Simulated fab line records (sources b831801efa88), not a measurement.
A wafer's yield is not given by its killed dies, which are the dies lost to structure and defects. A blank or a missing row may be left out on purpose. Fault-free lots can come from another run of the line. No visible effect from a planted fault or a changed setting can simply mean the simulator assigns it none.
Chamber matching | flow sky130 | SKY_LI_CONTACT_CMP_24 on cmp-01 has 4 sister chambers
The step polishes, stops on PSG, t overpolish 20 s, target thk 0 nm. 8 wafers are shown with their chamber, then 8 later ones without.

## EACH WAFER AND ITS CHAMBER
wafer  | chamber | motorCurrentA (A) | timeToEndpointS (s)
L445.5 | 1       | 10.1              | 91
L448.6 | 1       | 10.0              | 97
L458.1 | 2       | 11.6              | 98
L458.6 | 3       | 10.9              | 100
L459.3 | 3       | 10.0              | 96
L459.4 | 0       | 11.2              | 100
L459.5 | 2       | 11.8              | 97
L462.1 | 0       | 11.1              | 100

## WAFERS WITH NO CHAMBER GIVEN
wafer  | motorCurrentA (A) | timeToEndpointS (s)
L462.4 | 11.7              | 95
L462.5 | 11.2              | 101
L464.1 | 10.5              | 97
L464.4 | 10.7              | 98
L464.5 | 10.3              | 98
L467.1 | 10.0              | 95
L467.4 | 11.6              | 94
L467.5 | 10.1              | 96

## WHICH CHAMBER EACH WENT THROUGH
wafer  | from the rows above          | in truth
L462.4 | can't be placed: 2 or 0      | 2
L462.5 | can't be placed: 0 or 2      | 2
L464.1 | can't be placed: 3 or 1 or 0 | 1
L464.4 | can't be placed: 3 or 0 or 1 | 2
L464.5 | can't be placed: 3 or 1      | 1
L467.1 | can't be placed: 1 or 3      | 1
L467.4 | can't be placed: 2 or 0      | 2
L467.5 | can't be placed: 1 or 3      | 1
Correctly placed: 0 of 8. Cannot be placed on the basis of these rows: 8; the candidates contain the true chamber in 7. Wrongly placed: 0.
How it was worked out, from the rows above alone: a wafer's distance from a chamber is the root of the sum, over the readings, of the square of ((its reading less the chamber's mean) divided by the reading's scatter). If the next closest chamber is less than 2 further off than the closest, the wafer can't be placed; otherwise it belongs to the closest. The mean given for a chamber averages the wafers shown for that chamber. The scatter: the root of (the sum of the squares of (reading less its chamber's mean) over the shown wafers, divided by (wafers less chambers)).
